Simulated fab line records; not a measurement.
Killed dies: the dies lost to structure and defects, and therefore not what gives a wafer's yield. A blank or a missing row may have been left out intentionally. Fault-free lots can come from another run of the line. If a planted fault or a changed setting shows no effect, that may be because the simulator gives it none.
fab line records    flow sky130
record lots=6  wafers=18  lastDay=50
route steps=708 shown POLY_GATE@234 LDD_N@237 LDD_P@255 PAD_OPEN@708
lots with no fault: from the same line, run without faults
startH: start of the lot's first displayed wafer, in hours after the record's first day    waitH: time in hours since the lot's previous step    " identical to the entry in the row above    L1.1+2: several wafers, shown together as one row    - no value, or no start was given    * or withheld: withheld    < > ~ a bound
route shown NAME@n: NAME is a module with steps in the file, n the number in the route of the first one    usual: mean/standard deviation of fault-free wafers    same: alike in all rows    chamber/n: place in a boat    sites: the reading at each site    _std_site: the values' standard deviation    _edge_site: inner sites' mean taken away from outer sites' mean    radiusMm: for every site, how far away it sits from the centre of the wafer    mask NAME#n: copy n    behind: the last tool/chamber to shape the wafer    hold: reason for holding the lot/hours on hold/outcome of the hold    device: the n, p or np transistor that did not switch    end of line: the tests these same wafers got at the end of their route    a step given without rows: its recipe and nothing more    killed: dies lost to structure and defects at the first sort, not the wafer's yield    map: shows each die of a wafer: x if killed, . if not, _ if none is there
set.NAME: the setting that was run; set.NAME@STEP: the one run at that earlier step    model.NAME: the simulator's own value behind a step, which no gauge read
lots at selected steps of the route; one table per step, one row per wafer
services: from which hour (startH, from the record's first day; less than 0 if before it) a tool's chamber was out of use, for how many hours, and why
## steps
# step SKY_POLY_GATE_OXIDATION_20
# recipe tempC=850  ambient=O2  stabiliseS=600  purgeS=300  targetThkA=40  oxTimeS=899
# step SKY_POLY_GATE_THK_MEAS_21
# recipe reads=SiO2_of_POLY_GATE_OXIDATION_20
# usual POLY_GATE_OXIDATION_THK=3.99/0.077
lot.wafer  tool          chamber  startH  waitH  POLY_GATE_OXIDATION_THK[nm]
L271.1     filmMetro-01  -        413.07  0.0    4.06
L271.2     "             -        "       "      4.05
L271.3     "             -        "       "      4.06
L276.2     filmMetro-02  -        441.43  0.0    4.05
L276.3     "             -        "       "      4.14
L276.5     "             -        "       "      4.02
L277.2     filmMetro-01  -        455.22  0.0    3.95
L277.3     "             -        "       "      3.95
L277.4     "             -        "       "      3.93
L278.1     filmMetro-01  -        462.77  0.0    3.93
L278.4     "             -        "       "      3.98
L278.6     "             -        "       "      4.01
L279.1     filmMetro-01  -        468.08  0.0    4.04
L279.2     "             -        "       "      4.00
L279.5     "             -        "       "      4.03
L290.1     filmMetro-03  -        564.73  0.0    4.06
L290.3     "             -        "       "      3.92
L290.6     "             -        "       "      3.92
# step SKY_POLY_GATE_CD_MEAS_22
# usual cdNm=150.3/2.6
lot.wafer  tool      chamber  startH  waitH  cdNm
L271.1     cdSem-01  -        413.13  0.1    145.4
L271.2     "         -        "       "      152.1
L271.3     "         -        "       "      151.0
L276.2     cdSem-01  -        441.50  0.1    148.1
L276.3     "         -        "       "      144.5
L276.5     "         -        "       "      144.1
L277.2     cdSem-02  -        455.30  0.1    149.7
L277.3     "         -        "       "      143.4
L277.4     "         -        "       "      146.9
L278.1     cdSem-01  -        462.83  0.1    153.8
L278.4     "         -        "       "      148.9
L278.6     "         -        "       "      149.9
L279.1     cdSem-02  -        468.14  0.1    148.9
L279.2     "         -        "       "      151.9
L279.5     "         -        "       "      151.8
L290.1     cdSem-02  -        564.79  0.1    154.1
L290.3     "         -        "       "      147.3
L290.6     "         -        "       "      149.7
# step SKY_LDD_N_DEHYDRATE_00
# recipe tempC=200  timeS=60
# step SKY_LDD_N_HMDS_01
# recipe primeTimeS=60  primeTempC=120
# step SKY_LDD_N_COAT_02
# recipe resist=NOVOLAK  spinRpm=3000  resistThkNm=300
# step SKY_LDD_N_SOFTBAKE_03
# recipe tempC=90  timeS=60  resist=NOVOLAK
# step SKY_LDD_N_EXPOSE_04
# recipe maskId=NTM  targetCdNm=840  na=0.6  sourceShape=conventional  sigmaOuter=0.6  doseMj=110
# step SKY_LDD_N_PEB_05
# recipe tempC=withheld  timeS=*  resist=NOVOLAK
# step SKY_LDD_N_DEVELOP_06
# recipe developTimeS=60  devTempC=23
# step SKY_LDD_N_OVL_MEAS_07
# usual LDD_N_OVL=-1.1/1.4
lot.wafer  tool        chamber  startH  waitH  LDD_N_OVL[nm]
L271.1     overlay-01  -        443.43  0.1    -1.6
L271.2     "           -        "       "      -1.0
L271.3     "           -        "       "      -2.8
L276.2     overlay-02  -        472.67  0.1    -1.3
L276.3     "           -        "       "      -1.0
L276.5     "           -        "       "      -0.7
L277.2     overlay-02  -        486.41  0.1    2.2
L277.3     "           -        "       "      0.4
L277.4     "           -        "       "      3.1
L278.1     overlay-01  -        494.05  0.1    0.0
L278.4     "           -        "       "      1.4
L278.6     "           -        "       "      -1.0
L279.1     overlay-02  -        499.03  0.1    -1.1
L279.2     "           -        "       "      -2.8
L279.5     "           -        "       "      -1.1
L290.1     overlay-02  -        593.63  0.1    0.7
L290.3     "           -        "       "      0.2
L290.6     "           -        "       "      -1.2
# step SKY_LDD_N_IMPLANT_08
# recipe species=As  energyKev=20  doseCm2=7.5e+13  tiltDeg=withheld  rotationDeg=23
# step SKY_LDD_N_IMPLANT_09
# recipe species=As  energyKev=20  doseCm2=7.5e+13  tiltDeg=withheld  rotationDeg=113
# usual doseIonsCm2=7.5e+13/8.3e+10  faradayCurrentUA=422/8  rotationDeg=113.00/0.026
lot.wafer  tool          chamber  startH  waitH  doseIonsCm2  faradayCurrentUA  rotationDeg
L271.1     implanter-01  0        443.62  0.1    7.492e+13    415               113.03
L271.2     "             0        "       "      7.492e+13    431               112.95
L271.3     "             0        "       "      7.498e+13    419               113.03
L276.2     implanter-01  0        472.88  0.1    7.492e+13    422               113.04
L276.3     "             0        "       "      7.483e+13    419               113.00
L276.5     "             0        "       "      7.489e+13    417               113.05
L277.2     implanter-01  0        486.61  0.1    3.07e+13     171               113.01
L277.3     "             0        "       "      3.057e+13    173               113.01
L277.4     "             0        "       "      3.045e+13    169               113.03
L278.1     implanter-02  0        494.24  0.1    7.512e+13    421               113.01
L278.4     "             0        "       "      7.501e+13    425               112.99
L278.6     "             0        "       "      7.508e+13    406               112.99
L279.1     implanter-01  0        499.21  0.1    3.066e+13    174               112.98
L279.2     "             0        "       "      3.07e+13     173               112.98
L279.5     "             0        "       "      3.062e+13    170               112.98
L290.1     implanter-04  0        593.81  0.1    7.499e+13    425               112.97
L290.3     "             0        "       "      7.491e+13    415               112.95
L290.6     "             0        "       "      7.485e+13    431               112.98
# step SKY_LDD_N_IMPLANT_10
# recipe species=As  energyKev=20  doseCm2=7.5e+13  tiltDeg=withheld  rotationDeg=203
# step SKY_LDD_N_IMPLANT_11
# recipe species=As  energyKev=20  doseCm2=7.5e+13  tiltDeg=withheld  rotationDeg=293
# step SKY_LDD_N_IMPLANT_12
# recipe species=BF2  energyKev=50  doseCm2=5e+12  tiltDeg=30  rotationDeg=0
# step SKY_LDD_N_IMPLANT_13
# recipe species=BF2  energyKev=50  doseCm2=5e+12  tiltDeg=30  rotationDeg=90
# step SKY_LDD_N_IMPLANT_14
# recipe species=BF2  energyKev=50  doseCm2=5e+12  tiltDeg=30  rotationDeg=180
# step SKY_LDD_N_IMPLANT_15
# recipe species=BF2  energyKev=50  doseCm2=5e+12  tiltDeg=30  rotationDeg=270
# step SKY_LDD_N_STRIP_16
# recipe chemistry=O2/N2  powerW=1400  pressureMtorr=1500  platenTempC=withheld  o2FlowSccm=3000  n2FlowSccm=300  overashFraction=0.5
# usual drypumpMotorCurrentA=5.8/0.6  oesProductAu=0.406/0.0045  stripTimeToEndpointS=4.315/0.012
lot.wafer  tool            chamber  startH  waitH  drypumpMotorCurrentA  oesProductAu  rfHoursCounterH  stripTimeToEndpointS
L271.1     plasmaAsher-04  1        444.67  0.1    6.0                   0.409         62               4.332
L271.2     "               0        "       "      5.7                   0.407         62               4.326
L271.3     "               1        "       "      6.0                   0.407         -                4.312
L276.2     plasmaAsher-03  1        473.90  0.1    6.3                   0.406         36               4.314
L276.3     "               1        "       "      6.4                   0.406         -                4.329
L276.5     "               1        "       "      6.4                   0.409         -                4.314
L277.2     plasmaAsher-01  1        487.64  0.1    5.6                   0.405         79               4.196
L277.3     "               1        "       "      5.6                   0.406         -                4.208
L277.4     "               0        "       "      6.4                   0.407         -                4.194
L278.1     plasmaAsher-03  1        495.29  0.1    6.3                   0.402         38               4.316
L278.4     "               1        "       "      6.3                   0.396         -                4.313
L278.6     "               1        "       "      6.3                   0.406         -                4.309
L279.1     plasmaAsher-03  0        500.26  0.1    4.9                   0.401         38               4.191
L279.2     "               1        "       "      6.3                   0.408         38               4.203
L279.5     "               0        "       "      4.9                   0.406         -                4.202
L290.1     plasmaAsher-03  0        594.86  0.1    4.9                   0.407         47               4.308
L290.3     "               0        "       "      4.9                   0.400         -                4.322
L290.6     "               1        "       "      6.3                   0.400         -                4.328
# step SKY_LDD_N_TW_MEAS_17
# usual LDD_N_TW=2602/15
lot.wafer  tool          chamber  startH  waitH  LDD_N_TW
L271.1     filmMetro-01  -        444.77  0.1    2600
L271.2     "             -        "       "      2601
L271.3     "             -        "       "      2606
L276.2     filmMetro-03  -        474.01  0.1    2609
L276.3     "             -        "       "      2627
L276.5     "             -        "       "      2623
L277.2     filmMetro-01  -        487.75  0.1    2533
L277.3     "             -        "       "      2530
L277.4     "             -        "       "      2524
L278.1     filmMetro-01  -        495.39  0.1    2600
L278.4     "             -        "       "      2614
L278.6     "             -        "       "      2600
L279.1     filmMetro-01  -        500.36  0.1    2539
L279.2     "             -        "       "      2510
L279.5     "             -        "       "      2513
L290.1     filmMetro-03  -        594.96  0.1    2571
L290.3     "             -        "       "      2590
L290.6     "             -        "       "      2586
# step SKY_LDD_P_DEHYDRATE_00
# recipe tempC=200  timeS=60
# step SKY_PAD_OPEN_PROBE_99
# usual killed_at_M0_to_M3=43/7  killed_at_M4_up=3.1/1.9  killedAtContacts=25/6.1  killedAtFrontEnd=15/4.5  killedAtOther=0.3/0.55  killedDies=87/8.9  killedOpen=47/6.4  killedShort=40/6.6
# same grossDies=492  killedAtBackSide=0
lot.wafer  tool       chamber  startH   waitH  killed_at_M0_to_M3  killed_at_M4_up  killedAtContacts  killedAtFrontEnd  killedAtOther  killedDies  killedOpen  killedShort  model.etest.tipN.rsOhmSq
L276.2     prober-01  -        1133.63  0.1    42                  5                17                13                0              77          49          28           440.1
L276.3     prober-01  -        1133.68  0.2    48                  3                17                16                0              84          40          44           442.1
L276.5     prober-01  -        1133.78  0.2    43                  6                24                11                0              84          41          43           439.8
L277.2     prober-02  -        1136.22  0.1    37                  4                37                12                0              90          51          39           482
L277.3     prober-02  -        1136.27  0.2    53                  2                29                12                0              96          49          47           489
L277.4     prober-02  -        1136.32  0.2    40                  3                34                10                0              87          46          40           483.1
L279.1     prober-02  -        1141.47  0.1    36                  3                29                11                0              79          51          27           495.7
L279.2     prober-02  -        1141.52  0.1    27                  4                33                18                0              82          36          46           492.9
L279.5     prober-02  -        1141.67  0.2    44                  3                29                19                1              96          51          43           496.1
L290.1     prober-02  -        1201.93  0.1    30                  1                25                29                0              85          45          40           440.1
L290.3     prober-02  -        1202.03  0.2    23                  4                25                13                0              65          32          33           441.1
L290.6     prober-02  -        1202.18  0.2    30                  4                39                27                1              101         48          53           445
# killed by level:class
L276.2 VIA1:geometricParticle:open=9 VIA3:geometricParticle:open=9 CONTACT:geometricParticle:open=7 POLY_GATE:geometricParticle:open=6 VIA2:geometricParticle:open=6 METAL1:geometricParticle:short=4 VIA1:geometricParticle:short=4 LI_CONTACT:geometricParticle:open=3
L276.3 VIA1:geometricParticle:open=12 VIA2:geometricParticle:open=7 CONTACT:geometricParticle:short=7 METAL1:geometricParticle:short=6 VIA3:geometricParticle:open=6 METAL2:geometricParticle:short=5 FIELD_ISO:geometricParticle:open=4 FIELD_ISO:geometricParticle:short=4
L276.5 CONTACT:geometricParticle:open=10 VIA1:geometricParticle:short=10 LI_CONTACT:geometricParticle:open=7 VIA1:geometricParticle:open=7 VIA2:geometricParticle:open=7 CONTACT:geometricParticle:short=6 VIA2:geometricParticle:short=5 METAL4:geometricParticle:short=5
L277.2 CONTACT:geometricParticle:open=14 LI_CONTACT:geometricParticle:open=8 VIA3:geometricParticle:open=8 LOCAL_INTERCONNECT:geometricParticle:short=5 CONTACT:geometricParticle:short=5 VIA1:geometricParticle:short=5 VIA1:geometricParticle:open=5 FIELD_ISO:geometricParticle:open=4
L277.3 LI_CONTACT:geometricParticle:open=10 CONTACT:geometricParticle:open=9 VIA1:geometricParticle:open=9 VIA3:geometricParticle:open=7 METAL2:geometricParticle:short=6 VIA2:geometricParticle:short=6 METAL1:geometricParticle:short=5 VIA1:geometricParticle:short=5
L277.4 VIA2:geometricParticle:open=11 CONTACT:geometricParticle:open=10 LI_CONTACT:geometricParticle:open=7 CONTACT:geometricParticle:short=6 METAL1:geometricParticle:short=6 VIA1:geometricParticle:open=6 LOCAL_INTERCONNECT:geometricParticle:short=5 VIA3:geometricParticle:open=5
L279.1 CONTACT:geometricParticle:open=14 VIA1:geometricParticle:open=12 LI_CONTACT:geometricParticle:open=8 VIA3:geometricParticle:open=5 METAL1:geometricParticle:short=4 VIA1:geometricParticle:short=4 VIA2:geometricParticle:open=4 FIELD_ISO:geometricParticle:open=3
L279.2 CONTACT:geometricParticle:open=13 CONTACT:geometricParticle:short=9 LI_CONTACT:geometricParticle:open=7 POLY_GATE:geometricParticle:short=6 METAL2:geometricParticle:short=6 VIA3:geometricParticle:open=6 FIELD_ISO:geometricParticle:short=5 METAL1:geometricParticle:short=4
L279.5 VIA1:geometricParticle:open=16 CONTACT:geometricParticle:open=11 FIELD_ISO:geometricParticle:short=7 CONTACT:geometricParticle:short=7 METAL3:geometricParticle:short=7 FIELD_ISO:geometricParticle:open=6 LI_CONTACT:geometricParticle:open=5 VIA3:geometricParticle:open=5
L290.1 FIELD_ISO:geometricParticle:short=9 LI_CONTACT:geometricParticle:open=8 POLY_GATE:geometricParticle:short=7 VIA3:geometricParticle:open=7 VIA1:geometricParticle:open=6 FIELD_ISO:geometricParticle:open=5 CONTACT:geometricParticle:open=5 POLY_GATE:geometricParticle:open=4
L290.3 CONTACT:geometricParticle:open=10 CONTACT:geometricParticle:short=6 VIA1:geometricParticle:open=4 LOCAL_INTERCONNECT:geometricParticle:short=4 METAL2:geometricParticle:short=4 FIELD_ISO:geometricParticle:open=3 POLY_GATE:geometricParticle:short=3 LI_CONTACT:geometricParticle:short=3
L290.6 CONTACT:geometricParticle:open=14 LOCAL_INTERCONNECT:geometricParticle:short=11 POLY_GATE:geometricParticle:open=9 FIELD_ISO:geometricParticle:short=6 POLY_GATE:geometricParticle:short=6 LI_CONTACT:geometricParticle:open=6 VIA3:geometricParticle:short=5 CONTACT:geometricParticle:short=5
## services
tool            chamber  startH  hours  kind
implanter-04    -        421.08  4.0    pm
implanter-02    -        422.42  3.4    repair
implanter-01    -        432.44  3.0    pm
implanter-01    -        502.54  2.8    repair
implanter-02    -        538.73  4.0    pm
implanter-01    -        552.13  5.5    repair
plasmaAsher-03  -        585.74  2.3    repair
## key
firstSign step=SKY_LDD_N_IMPLANT_09  reading=doseIonsCm2  direction=down  sigmas=99+  usual=*  struck=*
effect step=SKY_LDD_N_IMPLANT_09  reading=faradayCurrentUA  direction=down  sigmas=31  usual=422  struck=172
effect step=SKY_LDD_N_STRIP_16  reading=stripTimeToEndpointS  direction=down  sigmas=9.4  usual=*  struck=*
effect step=SKY_LDD_N_TW_MEAS_17  reading=LDD_N_TW  direction=down  sigmas=5.2  usual=2602  struck=2525
modelEffect step=SKY_PAD_OPEN_PROBE_99  value=etest.tipN.rsOhmSq  without=441.7  struck=489.8
metAt SKY_LDD_N_IMPLANT_09
struckWafers L277.2,L277.3,L277.4,L279.1,L279.2,L279.5
testerLeftOut L277,L279
onsetBetween 472.88 486.61
fault kind=processParameterDrift  tool=implanter-01  chamber=-  onsetH=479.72  steps=SKY_LDD_N_IMPLANT_09  channel=doseCm2  offset=*  shape=step  endH=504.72  actsIn=*  stated=*
# testerLeftOut: of these lots the tester's yield and bins aren't shown, on N5 and GAA mostly nor the transistor test; their killed dies are dies lost to structure and defects alone, not to doping, threshold or leakage, so they don't give the yield
